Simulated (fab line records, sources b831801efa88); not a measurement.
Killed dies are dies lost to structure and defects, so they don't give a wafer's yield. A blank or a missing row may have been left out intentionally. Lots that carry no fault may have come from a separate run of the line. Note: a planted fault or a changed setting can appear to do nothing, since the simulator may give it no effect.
What tool caused it?    flow sky130    14 lots with 40 wafers sampled at 5 steps, on a route of 708 steps

WHAT THE GAUGES SHOWED, per wafer
SKY_FIELD_ISO_THK_MEAS_25. Usual: for FIELD_ISO_CVD_24_THK the level is 594 nm and the standard deviation is 7.8.
lot   measured     on            FIELD_ISO_CVD_24_THK (nm)  flag
L912  day 2 06:28  filmMetro-02  602 596 595                
L913  day 2 12:31  filmMetro-02  613 593 606                
L914  day 2 20:23  filmMetro-04  590 583 588                
L915  day 2 23:29  filmMetro-03  592 579 584                
L917  day 3 10:23  filmMetro-04  588 611 603                
L918  day 3 14:52  filmMetro-03  594 607 606                
L919  day 3 20:27  filmMetro-04  591 591 581                
L926  day 5 08:23  filmMetro-02  599 584                    
L927  day 5 13:52  filmMetro-02  587 600                    
L928  day 5 20:00  filmMetro-04  592 593 592                
L929  day 6 01:20  filmMetro-02  591 582 599                
L930  day 6 06:35  filmMetro-04  595 601 601                
L933  day 6 22:36  filmMetro-02  598 596 596                
L935  day 7 07:01  filmMetro-04  588 582 596                

SKY_PWDE_OVL_MEAS_07. Usual: for PWDE_OVL the level is -0.2 nm and the standard deviation is 1.4.
lot   measured     on          PWDE_OVL (nm)   flag
L912  day 3 19:21  overlay-02  -1.9 -0.6 -1.5  
L913  day 4 04:29  overlay-02  1.5 1.7 3.0     
L914  day 4 10:21  overlay-02  -0.3 -0.4 -0.5  
L915  day 4 14:28  overlay-02  0.7 0.1 -0.2    
L917  day 5 03:32  overlay-02  -2.0 -0.7 -2.1  
L918  day 5 08:16  overlay-02  -2.1 0.2 0.5    
L919  day 5 14:05  overlay-02  -1.3 0.4 -0.6   
L926  day 7 02:59  overlay-01  -0.6 -          
L927  day 7 09:32  overlay-01  - 0.1           
L928  day 7 16:04  overlay-01  1.1 -0.5 -0.7   
L929  day 7 21:00  overlay-02  0.2 -1.0 0.8    
L930  day 8 04:23  overlay-02  -1.5 -1.5 -0.7  
L933  day 8 21:21  overlay-02  0.4 1.3 1.1     
L935  day 9 05:24  overlay-01  -0.4 -0.2 -1.1  

SKY_PWDE_TW_MEAS_10. Usual: for PWDE_TW the level is 373.5 and the standard deviation is 2.8.
lot   measured     on            PWDE_TW            flag
L912  day 3 19:38  filmMetro-03  368.5 369.5 372.0  
L913  day 4 04:46  filmMetro-02  372.2 374.2 373.0  
L914  day 4 10:38  filmMetro-03  368.1 368.9 366.5  
L915  day 4 14:46  filmMetro-01  373.7 374.1 374.5  
L917  day 5 03:49  filmMetro-01  370.6 373.8 371.2  
L918  day 5 08:33  filmMetro-03  371.0 372.4 369.3  
L919  day 5 14:22  filmMetro-03  370.2 370.3 370.1  
L926  day 7 03:17  filmMetro-02  376.2 30.1         OFF
L927  day 7 09:49  filmMetro-01  30.0 375.8         OFF
L928  day 7 16:21  filmMetro-02  374.9 376.7 378.1  
L929  day 7 21:17  filmMetro-01  376.5 376.6 373.8  
L930  day 8 04:41  filmMetro-02  375.0 373.9 378.0  
L933  day 8 21:38  filmMetro-01  375.3 375.2 374.4  
L935  day 9 05:41  filmMetro-01  375.4 376.8 377.3  

EACH LOT AND THE TOOL THAT RAN IT (in order: tool; ch and the chambers of the sampled wafers; start)
lot   SKY_DNWELL_STRIP_08                 SKY_PWDE_DEVELOP_06
L912  plasmaAsher-04 ch 0,1, day 3 02:36  lithoTrack-01 ch 0, day 3 19:00
L913  plasmaAsher-03 ch 0,1, day 3 11:28  lithoTrack-04 ch 0, day 4 04:00
L914  plasmaAsher-04 ch 0,1, day 3 16:55  lithoTrack-01 ch 0, day 4 10:00
L915  plasmaAsher-04 ch 0,1, day 3 20:37  lithoTrack-03 ch 0, day 4 14:00
L917  plasmaAsher-01 ch 0,1, day 4 09:13  lithoTrack-04 ch 0, day 5 03:00
L918  plasmaAsher-04 ch 0,1, day 4 13:30  lithoTrack-03 ch 0, day 5 08:00
L919  plasmaAsher-03 ch 1, day 4 18:52    lithoTrack-04 ch 0, day 5 13:00
L926  plasmaAsher-04 ch 0,1, day 6 07:53  lithoTrack-04 ch 0, day 7 02:00
L927  plasmaAsher-01 ch 0,1, day 6 13:40  lithoTrack-04 ch 0, day 7 09:00
L928  plasmaAsher-03 ch 0,1, day 6 20:33  lithoTrack-03 ch 0, day 7 15:00
L929  plasmaAsher-01 ch 0, day 7 00:56    lithoTrack-01 ch 0, day 7 20:00
L930  plasmaAsher-01 ch 0,1, day 7 07:40  lithoTrack-01 ch 0, day 8 04:00
L933  plasmaAsher-01 ch 0,1, day 8 00:23  lithoTrack-01 ch 0, day 8 21:00
L935  plasmaAsher-01 ch 0,1, day 8 08:32  lithoTrack-01 ch 0, day 9 05:00
- SKY_DNWELL_STRIP_08: strips in O2/N2.
- SKY_PWDE_DEVELOP_06: develop time 60 s.

WHAT THE TOOLS THEMSELVES READ (means of the sampled wafers that have a number; where no wafer has one, the mark that the record gives instead)
SKY_DNWELL_STRIP_08. Usual: drypumpMotorCurrentA 5.8 A, standard deviation 0.54; oesProductAu 0.722 a.u., standard deviation 0.0045; stripTimeToEndpointS 36.87 s, standard deviation 0.097.
lot   tool            drypumpMotorCurrentA (A)  oesProductAu (a.u.)  stripTimeToEndpointS (s)  flag
L912  plasmaAsher-04  5.9                       0.725                36.95                     
L913  plasmaAsher-03  6.4                       0.722                36.78                     
L914  plasmaAsher-04  5.6                       0.728                36.86                     
L915  plasmaAsher-04  5.6                       0.720                36.97                     
L917  plasmaAsher-01  5.4                       0.722                36.88                     
L918  plasmaAsher-04  5.9                       0.720                36.89                     
L919  plasmaAsher-03  6.5                       0.724                36.93                     
L926  plasmaAsher-04  5.8                       0.726                36.86                     
L927  plasmaAsher-01  5.5                       0.724                36.81                     
L928  plasmaAsher-03  6.3                       0.718                36.76                     
L929  plasmaAsher-01  5.2                       0.722                36.86                     
L930  plasmaAsher-01  5.5                       0.719                36.75                     
L933  plasmaAsher-01  5.5                       0.719                36.67                     
L935  plasmaAsher-01  5.5                       0.722                36.97                     

THE ANSWER, worked out from the rows above alone
Rule: lot off if the mean of its wafers having a number is beyond 3 standard deviations from the usual mean. A lot without any number at a reading at which 4 lots or more have one is off too. Any other lot the step has rows for is counted as sound. First the gauges in route order, then the tools' own readings, where a lot's mean is used as printed above. At the first step where some lot is off, the reading lying furthest off is the one used; lots without a number count as furthest.
Off: at SKY_PWDE_TW_MEAS_10 (PWDE_TW), L926, L927.
If a tool, at a process step before that reading, ran all the lots that are off and no sound lot after the first of them, it fits. Those tools and the gauges at SKY_PWDE_TW_MEAS_10 are tried in the same way. One candidate fits, namely lithoTrack-04 at SKY_PWDE_DEVELOP_06. Its last sound lot is L919 (day 5 13:00), its first lot that is off L926 (day 7 02:00): a fault that began between those two fits.

WHAT HAD BEEN PUT IN BY THE SIMULATOR
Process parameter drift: lithoTrack-04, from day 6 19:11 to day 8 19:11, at SKY_PWDE_DEVELOP_06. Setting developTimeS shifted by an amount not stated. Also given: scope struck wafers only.
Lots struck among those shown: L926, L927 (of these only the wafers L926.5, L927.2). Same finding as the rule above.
